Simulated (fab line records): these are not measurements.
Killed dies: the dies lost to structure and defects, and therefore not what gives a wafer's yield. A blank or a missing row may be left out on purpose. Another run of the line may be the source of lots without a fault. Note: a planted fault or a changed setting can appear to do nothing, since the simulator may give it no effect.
Which tool did it? | flow sky130 | 11 lots, 33 wafers sampled, at 5 steps of a route of 708

== WHAT THE GAUGES SHOWED, per wafer ==
SKY_CAP2M_THK_MEAS_04: measures by xrf.
lot  | measured     | on            | CAP2M_TIN_THK (nm)
L309 | day 39 10:21 | film metro-01 | 198 202 200
L308 | day 39 12:17 | film metro-01 | 200 196 198
L310 | day 41 01:32 | film metro-02 | 205 199 202
L314 | day 44 04:14 | film metro-04 | 200 197 205
L317 | day 44 05:08 | film metro-01 | 199 203 198
L316 | day 44 06:56 | film metro-01 | 204 203 202
L322 | day 44 09:42 | film metro-04 | 198 205 203
L324 | day 44 12:35 | film metro-01 | 198 199 200
L326 | day 44 14:46 | film metro-01 | 199 200 201
L329 | day 45 00:28 | film metro-01 | 203 201 204
L331 | day 45 22:22 | film metro-01 | 202 195 203

SKY_METAL5_RS_MEAS_05: the measuring method here is four-point-probe.
lot  | measured     | on            | METAL5_ALCU_RS (ohm/sq)
L309 | day 42 11:51 | film metro-04 | 0.0265 0.0270 0.0269
L308 | day 42 14:17 | film metro-01 | 0.0269 0.0269 0.0270
L310 | day 44 00:53 | film metro-01 | 0.0273 0.0272 0.0274
L314 | day 46 22:20 | film metro-03 | 0.0278 0.0271 0.0274
L317 | day 46 23:16 | film metro-04 | 0.0274 0.0275 0.0272
L316 | day 47 01:17 | film metro-04 | 0.0275 0.0270 0.0266
L322 | day 47 04:13 | film metro-03 | 0.0271 0.0284 0.0270
L324 | day 47 05:22 | film metro-03 | 0.0272 0.0271 0.0272
L326 | day 47 09:02 | film metro-03 | 0.0272 0.0274 0.0271
L329 | day 47 17:28 | film metro-01 | 0.0272 0.0264 0.0272
L331 | day 48 14:02 | film metro-03 | 0.0268 0.0264 0.0271

SKY_PASSIVATION_THK_MEAS_03.
lot  | measured     | on            | PASSIVATION_CVD_02_THK (nm)
L309 | day 43 12:06 | film metro-03 | 545 539 551
L308 | day 43 13:43 | film metro-04 | 533 551 556
L310 | day 44 23:15 | film metro-04 | 537 538 553
L314 | day 47 19:23 | film metro-02 | 539 525 541
L317 | day 47 20:22 | film metro-04 | 535 549 550
L316 | day 47 22:29 | film metro-04 | 525 550 539
L322 | day 48 00:32 | film metro-02 | 530 545 545
L324 | day 48 02:41 | film metro-04 | 532 556 543
L326 | day 48 06:16 | film metro-03 | 530 550 544
L329 | day 48 14:05 | film metro-04 | 536 559 547
L331 | day 49 12:13 | film metro-04 | 543 544 557

== WHICH TOOL RAN EACH LOT (tool, then ch and the chambers of the sampled wafers, then the start) ==
lot  | SKY_METAL4_METAL_ETCH_18          | SKY_METAL5_SPUTTER_02
L309 | rie metal-03 ch 1, day 41 10:49   | pvd sputter-04, day 42 11:43
L308 | rie metal-04 ch 0,1, day 41 13:04 | pvd sputter-01, day 42 14:10
L310 | rie metal-04 ch 0,1, day 42 23:37 | pvd sputter-01, day 44 00:46
L314 | rie metal-03 ch 0,1, day 45 23:07 | pvd sputter-03, day 46 22:11
L317 | rie metal-03 ch 0, day 46 00:31   | pvd sputter-03, day 46 23:08
L316 | rie metal-03 ch 0,1, day 46 02:17 | pvd sputter-04, day 47 01:10
L322 | rie metal-03 ch 0,1, day 46 04:43 | pvd sputter-03, day 47 04:04
L324 | rie metal-03 ch 0,1, day 46 06:46 | pvd sputter-01, day 47 05:14
L326 | rie metal-04 ch 0,1, day 46 09:42 | pvd sputter-01, day 47 08:55
L329 | rie metal-02 ch 1, day 46 18:24   | pvd sputter-04, day 47 17:21
L331 | rie metal-04 ch 0,1, day 47 14:58 | pvd sputter-04, day 48 13:53
- SKY_METAL4_METAL_ETCH_18: etches the open film in Cl2/BCl3, stops on SiO2, target depth 845 nm, time 183.1 s.
- SKY_METAL5_SPUTTER_02: material AlCu, target thk 1150 nm, time 61.2 s.

== AS READ BY THE TOOLS THEMSELVES (means over the sampled wafers that have a number; for cases with no such wafer, the mark the record gives instead) ==
SKY_METAL4_METAL_ETCH_18.
lot  | tool         | bias w (W) | drypump motor current A (A) | mfc cl2 sccm (sccm) | oes product au (a.u.) | throttle valve pct (%)
L309 | rie metal-03 | 48.30      | 5.6                         | 60.01               | 0.862                 | 22.268
L308 | rie metal-04 | 48.70      | 5.6                         | 59.93               | 0.870                 | 22.264
L310 | rie metal-04 | 48.53      | 5.6                         | 59.87               | 0.858                 | 22.261
L314 | rie metal-03 | 48.51      | 6.1                         | 59.97               | 0.866                 | 22.260
L317 | rie metal-03 | 48.52      | 6.2                         | 60.10               | 0.866                 | 22.256
L316 | rie metal-03 | 48.40      | 5.8                         | 59.93               | 0.855                 | 22.258
L322 | rie metal-03 | 48.58      | 5.9                         | 60.19               | 0.850                 | 22.264
L324 | rie metal-03 | 48.45      | 6.0                         | 60.02               | 0.855                 | 22.262
L326 | rie metal-04 | 48.38      | 5.6                         | 60.08               | 0.865                 | 22.264
L329 | rie metal-02 | 48.70      | 5.3                         | 59.98               | 0.866                 | 22.270
L331 | rie metal-04 | 48.52      | 5.6                         | 59.94               | 0.867                 | 22.258

SKY_METAL5_SPUTTER_02.
lot  | tool           | throttle valve pct (%)
L309 | pvd sputter-04 | 29.7
L308 | pvd sputter-01 | 28.7
L310 | pvd sputter-01 | 29.3
L314 | pvd sputter-03 | 31.5
L317 | pvd sputter-03 | 30.9
L316 | pvd sputter-04 | 29.6
L322 | pvd sputter-03 | 31.0
L324 | pvd sputter-01 | 29.5
L326 | pvd sputter-01 | 28.9
L329 | pvd sputter-04 | 30.0
L331 | pvd sputter-04 | 29.9

== THE ANSWER, worked out from the rows above alone ==
Rule: the lots themselves supply what counts as usual. The widest of any qualifying gaps counts: lots, ordered by their means at a reading, are off when they make up no more than a third of the lots, leave a main group of 4 or more, and stand apart from it by 3 or more times the standard deviation of that group's means. A main group whose means are all the same, to the digits that the tables above print for the reading, isn't used. Also off: a lot with no number at a reading for which 4 or more lots have one. All remaining lots with rows at the step are treated as sound. First the gauges in route order, then the tools' own readings, where a lot's mean is used as printed above. At the first step where some lot is off, the reading lying furthest off is the one used; lots without a number count as furthest.
Across all readings shown, no lot is off: no conclusion can be drawn from this.

== WHAT THE SIMULATOR HAD PUT IN ==
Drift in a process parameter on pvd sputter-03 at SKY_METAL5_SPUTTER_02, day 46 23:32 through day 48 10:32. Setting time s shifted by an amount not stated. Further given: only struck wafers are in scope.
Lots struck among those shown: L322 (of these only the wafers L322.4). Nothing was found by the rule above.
